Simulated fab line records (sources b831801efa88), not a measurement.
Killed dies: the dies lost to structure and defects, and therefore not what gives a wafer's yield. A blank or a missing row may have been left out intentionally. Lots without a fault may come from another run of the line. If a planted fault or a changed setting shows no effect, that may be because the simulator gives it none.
2 desks looking at one fault :: flow sfq_line :: numbers are kept per desk, each desk with only its own; the story behind them comes last

## AT THE METROLOGY DESK
What the gauges read for every lot (on any tool): the sampled wafers with a number, averaged. Marked OUT: a lot whose mean sits more than 4 standard deviations from the usual mean, which makes it out of limits; the brackets give that distance.
Columns: A = L0_MONX_KI_THK at SFQ_L0_THK_MEAS_902, usual 39.7 nm
lot: L124
first seen here: day 1 12:41
A: 40.0

lot: L125
first seen here: day 1 17:41
A: 39.4

lot: L126
first seen here: day 1 22:42
A: 39.0

lot: L127
first seen here: day 2 03:41
A: 40.0

lot: L129
first seen here: day 2 13:41
A: 40.2

lot: L131
first seen here: day 2 23:41
A: 39.9

lot: L133
first seen here: day 3 09:41
A: 39.5

lot: L134
first seen here: day 3 14:43
A: 39.3

lot: L142
first seen here: day 5 06:41
A: 40.1

lot: L143
first seen here: day 5 11:41
A: 39.3

lot: L145
first seen here: day 5 21:41
A: 39.5

lot: L146
first seen here: day 6 02:41
A: 40.0

lot: L147
first seen here: day 6 07:51
A: 39.5
Result from this desk: across the 13 lots, nothing is out of limits.

## DESK OF THE TOOL OWNER: cmp-02
The tool's own readings at SFQ_TRILAYER_I1_CMP_CMP_046 (polishes SiO2): means of the sampled wafers that have a number, for each lot that ran on this tool. Marked OUT: a lot whose mean sits more than 4 standard deviations from the usual mean, which makes it out of limits; the brackets give that distance.
Columns: A = motor_current_A at SFQ_TRILAYER_I1_CMP_CMP_046, usual 10.2 A; B = platen_rpm at SFQ_TRILAYER_I1_CMP_CMP_046, usual 60.00 rpm; C = time_to_endpoint_s at SFQ_TRILAYER_I1_CMP_CMP_046, usual 217 s
lot: L126
first seen here: day 12 04:12
A: 10.8
B: 59.97
C: 231

lot: L127
first seen here: day 12 20:35
A: 9.6
B: 60.04
C: 213

lot: L129
first seen here: day 13 02:05
A: 10.0
B: 59.96
C: 220

lot: L131
first seen here: day 13 14:05
A: 10.8
B: 60.02
C: 189

lot: L134
first seen here: day 14 09:05
A: 10.3
B: 60.03
C: 222

lot: L143
first seen here: day 17 05:25
A: 10.1
B: 60.01
C: 223

lot: L145
first seen here: day 17 19:52
A: 10.0
B: 60.00
C: 223

lot: L146
first seen here: day 18 04:52
A: 10.5
B: 60.02
C: 219

lot: L147
first seen here: day 18 10:22
A: 10.8
B: 60.01
C: 209
Result from this desk: across the 9 lots, nothing is out of limits.

## BROUGHT TOGETHER
Nothing out of limits was seen by the metrology desk.
Nothing out of limits was seen by the tool owner's desk.

## WHAT HAD BEEN PUT IN BY THE SIMULATOR
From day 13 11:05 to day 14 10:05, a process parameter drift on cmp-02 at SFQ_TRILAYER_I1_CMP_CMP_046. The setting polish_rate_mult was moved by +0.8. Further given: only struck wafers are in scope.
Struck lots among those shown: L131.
